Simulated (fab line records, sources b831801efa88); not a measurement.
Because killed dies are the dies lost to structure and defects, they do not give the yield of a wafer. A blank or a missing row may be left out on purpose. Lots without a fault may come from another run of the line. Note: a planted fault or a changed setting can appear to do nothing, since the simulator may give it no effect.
Which of the tools did it? || flow gf180mcu || Sampling: 15 lots, 45 wafers, 7 of 602 route steps

== WHAT THE GAUGES SHOWED, per wafer ==
GF_POLY_GATE_CD_MEAS_10: target cd 280 nm.
{"lot": "L560", "measured": "day 8 22:52", "on": "cd_sem-01", "cd_nm (nm)": "279.8 279.7 280.4"}
{"lot": "L562", "measured": "day 9 17:22", "on": "cd_sem-02", "cd_nm (nm)": "280.3 279.7 280.1"}
{"lot": "L564", "measured": "day 10 05:43", "on": "cd_sem-01", "cd_nm (nm)": "281.3 281.4 279.8"}
{"lot": "L565", "measured": "day 10 16:58", "on": "cd_sem-01", "cd_nm (nm)": "280.1 282.2 282.5"}
{"lot": "L569", "measured": "day 11 19:04", "on": "cd_sem-01", "cd_nm (nm)": "279.3 279.4 279.6"}
{"lot": "L571", "measured": "day 12 11:35", "on": "cd_sem-02", "cd_nm (nm)": "280.2 281.0 281.0"}
{"lot": "L575", "measured": "day 13 16:56", "on": "cd_sem-02", "cd_nm (nm)": "280.1 281.4 282.0"}
{"lot": "L576", "measured": "day 13 19:19", "on": "cd_sem-01", "cd_nm (nm)": "279.4 279.6 280.7"}
{"lot": "L577", "measured": "day 14 05:57", "on": "cd_sem-01", "cd_nm (nm)": "279.8 280.8 279.8"}
{"lot": "L578", "measured": "day 14 18:50", "on": "cd_sem-02", "cd_nm (nm)": "280.1 282.0 279.4"}
{"lot": "L579", "measured": "day 14 23:52", "on": "cd_sem-01", "cd_nm (nm)": "278.3 279.5 279.0"}
{"lot": "L580", "measured": "day 15 02:26", "on": "cd_sem-02", "cd_nm (nm)": "280.9 279.7 280.0"}
{"lot": "L581", "measured": "day 15 12:04", "on": "cd_sem-02", "cd_nm (nm)": "280.8 281.4 281.1"}
{"lot": "L582", "measured": "day 15 20:47", "on": "cd_sem-01", "cd_nm (nm)": "281.7 281.7 281.8"}
{"lot": "L583", "measured": "day 16 06:01", "on": "cd_sem-01", "cd_nm (nm)": "279.2 279.8 279.1"}

GF_HV_LDD_CD_MEAS_46: target cd 400 nm.
{"lot": "L560", "measured": "day 12 01:07", "on": "cd_sem-02", "cd_nm (nm)": "400.2 399.7 397.4"}
{"lot": "L562", "measured": "day 12 21:37", "on": "cd_sem-02", "cd_nm (nm)": "400.9 399.8 398.0"}
{"lot": "L564", "measured": "day 13 13:37", "on": "cd_sem-01", "cd_nm (nm)": "400.9 400.3 399.6"}
{"lot": "L565", "measured": "day 14 03:11", "on": "cd_sem-01", "cd_nm (nm)": "400.3 400.4 401.1"}
{"lot": "L569", "measured": "day 15 09:12", "on": "cd_sem-02", "cd_nm (nm)": "399.8 399.5 401.6"}
{"lot": "L571", "measured": "day 16 03:59", "on": "cd_sem-02", "cd_nm (nm)": "400.4 401.7 398.6"}
{"lot": "L575", "measured": "day 17 11:05", "on": "cd_sem-01", "cd_nm (nm)": "403.5 401.8 402.8"}
{"lot": "L576", "measured": "day 17 13:31", "on": "cd_sem-02", "cd_nm (nm)": "398.8 400.7 398.1"}
{"lot": "L577", "measured": "day 18 00:59", "on": "cd_sem-02", "cd_nm (nm)": "403.4 403.4 403.6"}
{"lot": "L578", "measured": "day 18 15:47", "on": "cd_sem-01", "cd_nm (nm)": "400.5 400.0 400.8"}
{"lot": "L579", "measured": "day 18 21:23", "on": "cd_sem-01", "cd_nm (nm)": "401.7 401.6 400.4"}
{"lot": "L580", "measured": "day 18 23:31", "on": "cd_sem-01", "cd_nm (nm)": "397.3 399.6 396.4"}
{"lot": "L581", "measured": "day 19 11:17", "on": "cd_sem-02", "cd_nm (nm)": "399.4 403.5 400.9"}
{"lot": "L582", "measured": "day 19 19:35", "on": "cd_sem-01", "cd_nm (nm)": "400.1 402.2 402.5"}
{"lot": "L583", "measured": "day 20 05:05", "on": "cd_sem-01", "cd_nm (nm)": "401.3 402.8 402.6"}

GF_NSD_TW_MEAS_12.
{"lot": "L560", "measured": "day 13 01:43", "on": "film_metro-04", "NSD_TW": "4236 4232 4218"}
{"lot": "L562", "measured": "day 13 23:22", "on": "film_metro-04", "NSD_TW": "4222 4224 4233"}
{"lot": "L564", "measured": "day 14 13:51", "on": "film_metro-01", "NSD_TW": "4207 4200 4198"}
{"lot": "L565", "measured": "day 15 04:57", "on": "film_metro-04", "NSD_TW": "4210 4193 4201"}
{"lot": "L569", "measured": "day 16 10:58", "on": "film_metro-01", "NSD_TW": "4179 4211 4191"}
{"lot": "L571", "measured": "day 17 06:46", "on": "film_metro-01", "NSD_TW": "4177 4185 4165"}
{"lot": "L575", "measured": "day 18 13:44", "on": "film_metro-02", "NSD_TW": "4298 4323 4312"}
{"lot": "L576", "measured": "day 18 17:28", "on": "film_metro-04", "NSD_TW": "2966 2989 2992"}
{"lot": "L577", "measured": "day 19 04:32", "on": "film_metro-02", "NSD_TW": "3032 3042 3063"}
{"lot": "L578", "measured": "day 19 19:46", "on": "film_metro-01", "NSD_TW": "2988 2984 2980"}
{"lot": "L579", "measured": "day 20 01:10", "on": "film_metro-02", "NSD_TW": "4285 4328 4323"}
{"lot": "L580", "measured": "day 20 02:38", "on": "film_metro-01", "NSD_TW": "4191 4178 4201"}
{"lot": "L581", "measured": "day 20 15:36", "on": "film_metro-02", "NSD_TW": "4319 4322 4289"}
{"lot": "L582", "measured": "day 20 22:46", "on": "film_metro-02", "NSD_TW": "4303 4280 4286"}
{"lot": "L583", "measured": "day 21 08:31", "on": "film_metro-04", "NSD_TW": "4220 4212 4194"}

GF_PSD_RS_MEAS_14: the measuring method here is four-point-probe.
{"lot": "L560", "measured": "day 13 23:01", "on": "film_metro-01", "NSD_RS (ohm/sq)": "46.12 46.10 46.13"}
{"lot": "L562", "measured": "day 14 21:04", "on": "film_metro-01", "NSD_RS (ohm/sq)": "46.12 46.09 46.12"}
{"lot": "L564", "measured": "day 15 12:19", "on": "film_metro-02", "NSD_RS (ohm/sq)": "46.17 46.04 46.09"}
{"lot": "L565", "measured": "day 16 02:55", "on": "film_metro-04", "NSD_RS (ohm/sq)": "46.20 46.14 46.19"}
{"lot": "L569", "measured": "day 17 09:21", "on": "film_metro-01", "NSD_RS (ohm/sq)": "46.17 46.03 46.08"}
{"lot": "L571", "measured": "day 18 05:56", "on": "film_metro-01", "NSD_RS (ohm/sq)": "46.06 46.07 46.15"}
{"lot": "L575", "measured": "day 19 13:44", "on": "film_metro-02", "NSD_RS (ohm/sq)": "46.09 46.16 46.18"}
{"lot": "L576", "measured": "day 19 17:47", "on": "film_metro-01", "NSD_RS (ohm/sq)": "139.41 139.21 139.18"}
{"lot": "L577", "measured": "day 20 05:18", "on": "film_metro-02", "NSD_RS (ohm/sq)": "138.11 138.50 137.89"}
{"lot": "L578", "measured": "day 20 20:20", "on": "film_metro-04", "NSD_RS (ohm/sq)": "139.07 138.84 138.90"}
{"lot": "L579", "measured": "day 21 01:37", "on": "film_metro-01", "NSD_RS (ohm/sq)": "46.00 46.07 46.18"}
{"lot": "L580", "measured": "day 21 02:50", "on": "film_metro-04", "NSD_RS (ohm/sq)": "46.35 46.34 46.20"}
{"lot": "L581", "measured": "day 21 16:11", "on": "film_metro-02", "NSD_RS (ohm/sq)": "46.31 46.14 46.22"}
{"lot": "L582", "measured": "day 21 23:27", "on": "film_metro-01", "NSD_RS (ohm/sq)": "46.13 46.13 46.06"}
{"lot": "L583", "measured": "day 22 09:28", "on": "film_metro-04", "NSD_RS (ohm/sq)": "46.19 46.18 46.10"}

GF_SAB_CD_MEAS_09: target cd 420 nm.
{"lot": "L560", "measured": "day 14 20:11", "on": "cd_sem-02", "cd_nm (nm)": "423.4 422.7 422.3"}
{"lot": "L562", "measured": "day 15 18:07", "on": "cd_sem-01", "cd_nm (nm)": "418.9 419.1 419.9"}
{"lot": "L564", "measured": "day 16 10:20", "on": "cd_sem-01", "cd_nm (nm)": "418.6 416.3 417.1"}
{"lot": "L565", "measured": "day 17 01:25", "on": "cd_sem-02", "cd_nm (nm)": "422.3 421.2 421.6"}
{"lot": "L569", "measured": "day 18 08:14", "on": "cd_sem-02", "cd_nm (nm)": "419.0 419.4 418.9"}
{"lot": "L571", "measured": "day 19 05:44", "on": "cd_sem-02", "cd_nm (nm)": "420.5 419.2 418.6"}
{"lot": "L575", "measured": "day 20 14:02", "on": "cd_sem-02", "cd_nm (nm)": "418.0 417.8 419.0"}
{"lot": "L579", "measured": "day 22 01:40", "on": "cd_sem-02", "cd_nm (nm)": "418.9 420.7 419.9"}
{"lot": "L580", "measured": "day 22 02:38", "on": "cd_sem-02", "cd_nm (nm)": "420.3 419.1 419.3"}
{"lot": "L581", "measured": "day 22 15:50", "on": "cd_sem-01", "cd_nm (nm)": "422.7 421.1 420.1"}
{"lot": "L582", "measured": "day 22 23:53", "on": "cd_sem-01", "cd_nm (nm)": "421.8 423.1 421.9"}
{"lot": "L583", "measured": "day 23 09:05", "on": "cd_sem-02", "cd_nm (nm)": "422.9 421.4 421.8"}

== TOOL THAT RAN EACH LOT (tool first, then ch and the chambers of the sampled wafers, then the start) ==
{"lot": "L560", "GF_NSD_IMPLANT_09": "implanter-03 ch 0, day 13 01:19", "GF_NSD_STRIP_11": "plasma_asher-04 ch 0,1, day 13 01:37"}
{"lot": "L562", "GF_NSD_IMPLANT_09": "implanter-03 ch 0, day 13 22:58", "GF_NSD_STRIP_11": "plasma_asher-01 ch 0,1, day 13 23:16"}
{"lot": "L564", "GF_NSD_IMPLANT_09": "implanter-01 ch 0, day 14 13:27", "GF_NSD_STRIP_11": "plasma_asher-03 ch 0,1, day 14 13:45"}
{"lot": "L565", "GF_NSD_IMPLANT_09": "implanter-02 ch 0, day 15 04:33", "GF_NSD_STRIP_11": "plasma_asher-04 ch 0,1, day 15 04:51"}
{"lot": "L569", "GF_NSD_IMPLANT_09": "implanter-02 ch 0, day 16 10:30", "GF_NSD_STRIP_11": "plasma_asher-04 ch 0,1, day 16 10:47"}
{"lot": "L571", "GF_NSD_IMPLANT_09": "implanter-01 ch 0, day 17 06:22", "GF_NSD_STRIP_11": "plasma_asher-03 ch 0,1, day 17 06:39"}
{"lot": "L575", "GF_NSD_IMPLANT_09": "implanter-01 ch 0, day 18 13:20", "GF_NSD_STRIP_11": "plasma_asher-03 ch 0,1, day 18 13:37"}
{"lot": "L576", "GF_NSD_IMPLANT_09": "implanter-01, day 18 17:04", "GF_NSD_STRIP_11": "plasma_asher-01 ch 0,1, day 18 17:21"}
{"lot": "L577", "GF_NSD_IMPLANT_09": "implanter-03, day 19 04:10", "GF_NSD_STRIP_11": "plasma_asher-04 ch 0,1, day 19 04:27"}
{"lot": "L578", "GF_NSD_IMPLANT_09": "implanter-03, day 19 19:22", "GF_NSD_STRIP_11": "plasma_asher-01 ch 0,1, day 19 19:39"}
{"lot": "L579", "GF_NSD_IMPLANT_09": "implanter-02 ch 0, day 20 00:46", "GF_NSD_STRIP_11": "plasma_asher-04 ch 0,1, day 20 01:04"}
{"lot": "L580", "GF_NSD_IMPLANT_09": "implanter-02 ch 0, day 20 02:14", "GF_NSD_STRIP_11": "plasma_asher-01 ch 0,1, day 20 02:31"}
{"lot": "L581", "GF_NSD_IMPLANT_09": "implanter-02 ch 0, day 20 15:13", "GF_NSD_STRIP_11": "plasma_asher-03 ch 0, day 20 15:29"}
{"lot": "L582", "GF_NSD_IMPLANT_09": "implanter-02 ch 0, day 20 22:23", "GF_NSD_STRIP_11": "plasma_asher-03 ch 0,1, day 20 22:40"}
{"lot": "L583", "GF_NSD_IMPLANT_09": "implanter-02 ch 0, day 21 08:07", "GF_NSD_STRIP_11": "plasma_asher-04 ch 0,1, day 21 08:25"}
- GF_NSD_IMPLANT_09
- GF_NSD_STRIP_11: strips in O2/N2.

== AS READ BY THE TOOLS THEMSELVES (means over the sampled wafers that have a number; for cases with no such wafer, the mark the record gives instead) ==
GF_NSD_IMPLANT_09.
{"lot": "L560", "tool": "implanter-03", "beam_energy_keV": 59.997, "beam_on_s (s)": 23.7, "tilt_deg (degrees)": 6.992}
{"lot": "L562", "tool": "implanter-03", "beam_energy_keV": 59.977, "beam_on_s (s)": 23.8, "tilt_deg (degrees)": 7.001}
{"lot": "L564", "tool": "implanter-01", "beam_energy_keV": 60.001, "beam_on_s (s)": 16.0, "tilt_deg (degrees)": 7.003}
{"lot": "L565", "tool": "implanter-02", "beam_energy_keV": 59.981, "beam_on_s (s)": 16.8, "tilt_deg (degrees)": 7.005}
{"lot": "L569", "tool": "implanter-02", "beam_energy_keV": 60.008, "beam_on_s (s)": 16.9, "tilt_deg (degrees)": 7.029}
{"lot": "L571", "tool": "implanter-01", "beam_energy_keV": 60.012, "beam_on_s (s)": 16.1, "tilt_deg (degrees)": 7.019}
{"lot": "L575", "tool": "implanter-01", "beam_energy_keV": 60.020, "beam_on_s (s)": 16.2, "tilt_deg (degrees)": 7.024}
{"lot": "L576", "tool": "implanter-01", "beam_energy_keV": "-", "beam_on_s (s)": "-", "tilt_deg (degrees)": "-"}
{"lot": "L577", "tool": "implanter-03", "beam_energy_keV": "-", "beam_on_s (s)": "-", "tilt_deg (degrees)": "-"}
{"lot": "L578", "tool": "implanter-03", "beam_energy_keV": "-", "beam_on_s (s)": "-", "tilt_deg (degrees)": "-"}
{"lot": "L579", "tool": "implanter-02", "beam_energy_keV": 59.995, "beam_on_s (s)": 17.3, "tilt_deg (degrees)": 6.996}
{"lot": "L580", "tool": "implanter-02", "beam_energy_keV": 60.005, "beam_on_s (s)": 17.1, "tilt_deg (degrees)": 7.022}
{"lot": "L581", "tool": "implanter-02", "beam_energy_keV": 59.985, "beam_on_s (s)": 17.0, "tilt_deg (degrees)": 6.971}
{"lot": "L582", "tool": "implanter-02", "beam_energy_keV": 60.011, "beam_on_s (s)": 17.1, "tilt_deg (degrees)": 7.011}
{"lot": "L583", "tool": "implanter-02", "beam_energy_keV": 60.021, "beam_on_s (s)": 17.2, "tilt_deg (degrees)": 6.988}

GF_NSD_STRIP_11.
{"lot": "L560", "tool": "plasma_asher-04", "drypump_motor_current_A (A)": 6.13, "heater_power_w (W)": 303, "o2_flow_sccm (sccm)": 3001, "oes_product_au (a.u.)": 0.490, "platen_temp_c (C)": 249.86, "strip_time_to_endpoint_s (s)": 22.96}
{"lot": "L562", "tool": "plasma_asher-01", "drypump_motor_current_A (A)": 5.91, "heater_power_w (W)": 380, "o2_flow_sccm (sccm)": 2985, "oes_product_au (a.u.)": 0.486, "platen_temp_c (C)": 249.94, "strip_time_to_endpoint_s (s)": 22.99}
{"lot": "L564", "tool": "plasma_asher-03", "drypump_motor_current_A (A)": 5.91, "heater_power_w (W)": 302, "o2_flow_sccm (sccm)": 3006, "oes_product_au (a.u.)": 0.487, "platen_temp_c (C)": 250.16, "strip_time_to_endpoint_s (s)": 22.98}
{"lot": "L565", "tool": "plasma_asher-04", "drypump_motor_current_A (A)": 6.15, "heater_power_w (W)": 311, "o2_flow_sccm (sccm)": 2992, "oes_product_au (a.u.)": 0.486, "platen_temp_c (C)": 249.99, "strip_time_to_endpoint_s (s)": 22.97}
{"lot": "L569", "tool": "plasma_asher-04", "drypump_motor_current_A (A)": 6.15, "heater_power_w (W)": 309, "o2_flow_sccm (sccm)": 3001, "oes_product_au (a.u.)": 0.487, "platen_temp_c (C)": 249.96, "strip_time_to_endpoint_s (s)": 23.00}
{"lot": "L571", "tool": "plasma_asher-03", "drypump_motor_current_A (A)": 5.91, "heater_power_w (W)": 300, "o2_flow_sccm (sccm)": 3002, "oes_product_au (a.u.)": 0.487, "platen_temp_c (C)": 249.93, "strip_time_to_endpoint_s (s)": 22.93}
{"lot": "L575", "tool": "plasma_asher-03", "drypump_motor_current_A (A)": 5.79, "heater_power_w (W)": 308, "o2_flow_sccm (sccm)": 2996, "oes_product_au (a.u.)": 0.487, "platen_temp_c (C)": 249.84, "strip_time_to_endpoint_s (s)": 22.96}
{"lot": "L576", "tool": "plasma_asher-01", "drypump_motor_current_A (A)": 5.89, "heater_power_w (W)": 381, "o2_flow_sccm (sccm)": 2995, "oes_product_au (a.u.)": 0.706, "platen_temp_c (C)": 249.80, "strip_time_to_endpoint_s (s)": 12.81}
{"lot": "L577", "tool": "plasma_asher-04", "drypump_motor_current_A (A)": 6.15, "heater_power_w (W)": 304, "o2_flow_sccm (sccm)": 2998, "oes_product_au (a.u.)": 0.709, "platen_temp_c (C)": 250.01, "strip_time_to_endpoint_s (s)": 12.77}
{"lot": "L578", "tool": "plasma_asher-01", "drypump_motor_current_A (A)": 5.87, "heater_power_w (W)": 382, "o2_flow_sccm (sccm)": 3004, "oes_product_au (a.u.)": 0.705, "platen_temp_c (C)": 249.96, "strip_time_to_endpoint_s (s)": 12.78}
{"lot": "L579", "tool": "plasma_asher-04", "drypump_motor_current_A (A)": 6.11, "heater_power_w (W)": 299, "o2_flow_sccm (sccm)": 2996, "oes_product_au (a.u.)": 0.483, "platen_temp_c (C)": 250.04, "strip_time_to_endpoint_s (s)": 23.02}
{"lot": "L580", "tool": "plasma_asher-01", "drypump_motor_current_A (A)": 5.89, "heater_power_w (W)": 381, "o2_flow_sccm (sccm)": 3012, "oes_product_au (a.u.)": 0.487, "platen_temp_c (C)": 250.20, "strip_time_to_endpoint_s (s)": 22.97}
{"lot": "L581", "tool": "plasma_asher-03", "drypump_motor_current_A (A)": 5.97, "heater_power_w (W)": 293, "o2_flow_sccm (sccm)": 2998, "oes_product_au (a.u.)": 0.486, "platen_temp_c (C)": 250.06, "strip_time_to_endpoint_s (s)": 22.94}
{"lot": "L582", "tool": "plasma_asher-03", "drypump_motor_current_A (A)": 5.90, "heater_power_w (W)": 300, "o2_flow_sccm (sccm)": 3003, "oes_product_au (a.u.)": 0.486, "platen_temp_c (C)": 249.97, "strip_time_to_endpoint_s (s)": 22.97}
{"lot": "L583", "tool": "plasma_asher-04", "drypump_motor_current_A (A)": 6.14, "heater_power_w (W)": 300, "o2_flow_sccm (sccm)": 3009, "oes_product_au (a.u.)": 0.482, "platen_temp_c (C)": 250.03, "strip_time_to_endpoint_s (s)": 22.93}

== THE ANSWER, worked out from the rows above alone ==
Rule: usual is defined by the lots themselves. Put in order of their means at a reading, lots are off if they are a third of the lots or fewer, leave a main group of 4 or more, and stand apart from it by a gap of 3 or more times the standard deviation of the main group's means; of several such gaps the widest counts. Not used: any main group whose means are identical at the precision the tables above print for the reading. A lot without any number at a reading at which 4 lots or more have one is off too. The other lots that the step has rows for count as sound. First the gauges in route order, then the tools' own readings, where a lot's mean is used as printed above. At the first step where some lot is off, the reading lying furthest off is the one used; lots without a number count as furthest.
Off: L576, L577, L578, at GF_NSD_TW_MEAS_12 (NSD_TW). Main group: mean 4237, sd 50.
If a tool, at a process step before that reading, ran all the lots that are off and no sound lot after the first of them, it fits. The gauges at GF_NSD_TW_MEAS_12 aren't tried: what is off there is off at GF_NSD_IMPLANT_09 too, on other tools, and a gauge's error can't cause that. No candidate that was tried fits.

== WHAT THE SIMULATOR HAD PUT IN ==
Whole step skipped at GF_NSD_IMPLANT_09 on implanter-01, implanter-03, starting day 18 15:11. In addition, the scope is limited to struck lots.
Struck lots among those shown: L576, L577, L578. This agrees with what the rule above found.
